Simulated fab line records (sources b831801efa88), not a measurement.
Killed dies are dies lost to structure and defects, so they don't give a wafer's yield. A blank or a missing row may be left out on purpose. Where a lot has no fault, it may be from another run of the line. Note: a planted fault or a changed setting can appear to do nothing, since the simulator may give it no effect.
Which tool was responsible? + flow gf180mcu + 13 lots with 39 wafers sampled at 5 steps, on a route of 602 steps

== WHAT EACH GAUGE READ, for each wafer ==
GF_VT_IMPLANT_OVL_MEAS_18.
| lot  | measured     | on         | VT_IMPLANT_01_OVL (nm) |
|------|--------------|------------|------------------------|
| L609 | day 6 06:02  | overlay-01 | 1.0 0.5 -0.9           |
| L610 | day 6 17:14  | overlay-01 | -1.7 -1.0 -2.2         |
| L612 | day 7 03:53  | overlay-01 | -1.6 -1.9 -1.5         |
| L615 | day 8 00:07  | overlay-02 | 0.3 -0.7 -0.7          |
| L616 | day 8 04:02  | overlay-02 | 0.0 0.2 -0.4           |
| L622 | day 9 18:53  | overlay-01 | -0.9 -0.9 -1.2         |
| L623 | day 10 01:47 | overlay-02 | 1.0 1.6 1.7            |
| L624 | day 10 06:40 | overlay-02 | 2.1 0.6 -0.8           |
| L625 | day 10 14:04 | overlay-01 | -0.9 -0.3 -2.3         |
| L628 | day 11 10:58 | overlay-01 | 2.5 -0.8 1.2           |
| L629 | day 11 15:31 | overlay-02 | 0.5 -1.4 -0.3          |
| L630 | day 11 21:59 | overlay-01 | -2.6 0.5 -1.4          |
| L632 | day 12 12:46 | overlay-01 | -1.3 -2.5 -2.1         |

GF_VT_IMPLANT_RS_MEAS_49: measurement is done with a four-point probe.
| lot  | measured     | on            | MVPSD_RS (ohm/sq)    |
|------|--------------|---------------|----------------------|
| L609 | day 7 14:26  | film metro-01 | 1168.1 1165.5 1170.1 |
| L610 | day 8 02:19  | film metro-04 | 1163.5 1169.5 1167.0 |
| L612 | day 8 13:44  | film metro-04 | 1167.3 1170.9 1168.7 |
| L615 | day 9 11:38  | film metro-04 | 1174.0 1170.6 1170.3 |
| L616 | day 9 15:53  | film metro-03 | 1172.1 1165.4 1169.7 |
| L622 | day 11 09:27 | film metro-01 | 1168.3 1166.6 1167.5 |
| L623 | day 11 16:06 | film metro-04 | 1167.5 1174.1 1169.3 |
| L624 | day 11 20:47 | film metro-03 | 1163.9 1165.4 1166.5 |
| L625 | day 12 05:06 | film metro-04 | 1163.8 1164.8 1164.4 |
| L628 | day 13 02:53 | film metro-03 | 1166.3 1164.1 1162.1 |
| L629 | day 13 07:20 | film metro-01 | 1170.0 1168.3 1169.0 |
| L630 | day 13 15:03 | film metro-03 | 1171.7 1169.3 1168.8 |
| L632 | day 14 05:59 | film metro-04 | 1167.4 1165.4 1169.8 |

GF_DUAL_GATE_THK_MEAS_03.
| lot  | measured     | on            | DUAL_GATE_OXIDATION_00_THK (nm) |
|------|--------------|---------------|---------------------------------|
| L609 | day 7 16:38  | film metro-01 | 11.03 10.82 10.94               |
| L610 | day 8 04:05  | film metro-02 | 10.97 11.16 11.01               |
| L612 | day 8 15:29  | film metro-04 | 11.33 11.01 11.06               |
| L615 | day 9 13:23  | film metro-01 | 14.38 14.30 14.29               |
| L616 | day 9 17:38  | film metro-02 | 14.67 14.42 14.50               |
| L622 | day 11 11:11 | film metro-01 | 10.85 10.85 10.84               |
| L623 | day 11 17:50 | film metro-04 | 10.83 10.63 10.75               |
| L624 | day 11 22:41 | film metro-02 | 10.85 10.66 10.97               |
| L625 | day 12 06:50 | film metro-02 | 10.94 10.77 10.93               |
| L628 | day 13 05:26 | film metro-01 | 11.12 11.16 11.14               |
| L629 | day 13 09:32 | film metro-04 | 11.08 11.02 10.80               |
| L630 | day 13 16:47 | film metro-04 | 10.80 10.73 10.87               |
| L632 | day 14 08:10 | film metro-02 | 10.69 10.55 10.47               |

== EACH LOT AND THE TOOL THAT RAN IT (in order: tool; ch and the chambers of the sampled wafers; start) ==
| lot  | GF_VT_IMPLANT_STRIP_42               | GF_DUAL_GATE_OXIDATION_02     |
|------|--------------------------------------|-------------------------------|
| L609 | plasma asher-04 ch 0,1, day 7 13:44  | furnace-01 ch 0, day 7 15:11  |
| L610 | plasma asher-03 ch 0,1, day 8 01:38  | furnace-01 ch 0, day 8 02:37  |
| L612 | plasma asher-03 ch 0,1, day 8 13:03  | furnace-01 ch 0, day 8 14:02  |
| L615 | plasma asher-02 ch 1, day 9 10:51    | furnace-01 ch 0, day 9 11:56  |
| L616 | plasma asher-02 ch 0,1, day 9 15:12  | furnace-01 ch 0, day 9 16:11  |
| L622 | plasma asher-03 ch 0, day 11 08:46   | furnace-02 ch 0, day 11 09:44 |
| L623 | plasma asher-02 ch 0,1, day 11 15:25 | furnace-02 ch 0, day 11 16:23 |
| L624 | plasma asher-04 ch 0,1, day 11 20:07 | furnace-02 ch 0, day 11 21:14 |
| L625 | plasma asher-04 ch 0, day 12 04:25   | furnace-01 ch 0, day 12 05:23 |
| L628 | plasma asher-03 ch 0,1, day 13 02:13 | furnace-01 ch 0, day 13 03:59 |
| L629 | plasma asher-03 ch 0,1, day 13 06:40 | furnace-01 ch 0, day 13 08:05 |
| L630 | plasma asher-03 ch 0,1, day 13 14:22 | furnace-02 ch 0, day 13 15:20 |
| L632 | plasma asher-04 ch 0,1, day 14 05:19 | furnace-02 ch 0, day 14 06:43 |
- GF_VT_IMPLANT_STRIP_42: strips in O2/N2.
- GF_DUAL_GATE_OXIDATION_02: stabilise 600 s, purge 300 s, target thk 10.887 nm.

== AS READ BY THE TOOLS THEMSELVES (means over the sampled wafers that have a number; for cases with no such wafer, the mark the record gives instead) ==
GF_VT_IMPLANT_STRIP_42.
| lot  | tool            | drypump motor current A (A) | heater power w (W) | oes product au (a.u.) | strip time to endpoint s (s) |
|------|-----------------|-----------------------------|--------------------|-----------------------|------------------------------|
| L609 | plasma asher-04 | 5.6                         | 298                | 0.717                 | 12.669                       |
| L610 | plasma asher-03 | 5.6                         | 294                | 0.713                 | 12.628                       |
| L612 | plasma asher-03 | 5.6                         | 282                | 0.725                 | 12.630                       |
| L615 | plasma asher-02 | 6.6                         | 282                | 0.718                 | 12.610                       |
| L616 | plasma asher-02 | 6.4                         | 332                | 0.715                 | 12.686                       |
| L622 | plasma asher-03 | 5.6                         | 281                | 0.717                 | 12.657                       |
| L623 | plasma asher-02 | 6.4                         | 333                | 0.713                 | 12.675                       |
| L624 | plasma asher-04 | 5.5                         | 302                | 0.719                 | 12.641                       |
| L625 | plasma asher-04 | 5.5                         | 321                | 0.713                 | 12.595                       |
| L628 | plasma asher-03 | 5.6                         | 294                | 0.716                 | 12.630                       |
| L629 | plasma asher-03 | 5.6                         | 282                | 0.716                 | 12.618                       |
| L630 | plasma asher-03 | 5.6                         | 289                | 0.712                 | 12.622                       |
| L632 | plasma asher-04 | 5.5                         | 299                | 0.716                 | 12.632                       |

GF_DUAL_GATE_OXIDATION_02.
| lot  | tool       | spike tc bottom C (C) | spike tc lower C (C) |
|------|------------|-----------------------|----------------------|
| L609 | furnace-01 | 919.3                 | 897.8                |
| L610 | furnace-01 | 919.3                 | 897.6                |
| L612 | furnace-01 | 919.2                 | 898.3                |
| L615 | furnace-01 | 919.8                 | 898.0                |
| L616 | furnace-01 | 919.1                 | 896.4                |
| L622 | furnace-02 | 914.3                 | 898.0                |
| L623 | furnace-02 | 914.3                 | 898.1                |
| L624 | furnace-02 | 913.9                 | 899.0                |
| L625 | furnace-01 | 919.6                 | 896.7                |
| L628 | furnace-01 | 918.9                 | 897.7                |
| L629 | furnace-01 | 918.5                 | 897.4                |
| L630 | furnace-02 | 914.1                 | 898.7                |
| L632 | furnace-02 | 914.3                 | 899.1                |

== THE ANSWER, worked out from the rows above alone ==
Rule: what is usual is taken from the lots themselves. Put in order of their means at a reading, lots are off if they are a third of the lots or fewer, leave a main group of 4 or more, and stand apart from it by a gap of 3 or more times the standard deviation of the main group's means; of several such gaps the widest counts. A main group is skipped when, at the precision printed for the reading in the tables above, its means are all equal. Also off: a lot with no number at a reading for which 4 or more lots have one. The other lots that the step has rows for count as sound. The gauges are gone through in route order, then the tools' own readings, and for those a lot's mean is taken as printed above. At the first step where some lot is off, the reading lying furthest off is the one used; lots without a number count as furthest.
Off: at GF_DUAL_GATE_THK_MEAS_03 (DUAL_GATE_OXIDATION_00_THK), L615, L616. Mean 10.90 nm and standard deviation 0.16 in the main group.
A tool fits if, at a process step before that reading, it ran every lot that is off, and no sound lot after the first of them. The gauges at GF_DUAL_GATE_THK_MEAS_03 aren't tried: what is off there is off at GF_VT_IMPLANT_STRIP_42 too, on other tools, and a gauge's error can't cause that. No candidate that was tried fits.

== WHAT HAD BEEN PUT IN BY THE SIMULATOR ==
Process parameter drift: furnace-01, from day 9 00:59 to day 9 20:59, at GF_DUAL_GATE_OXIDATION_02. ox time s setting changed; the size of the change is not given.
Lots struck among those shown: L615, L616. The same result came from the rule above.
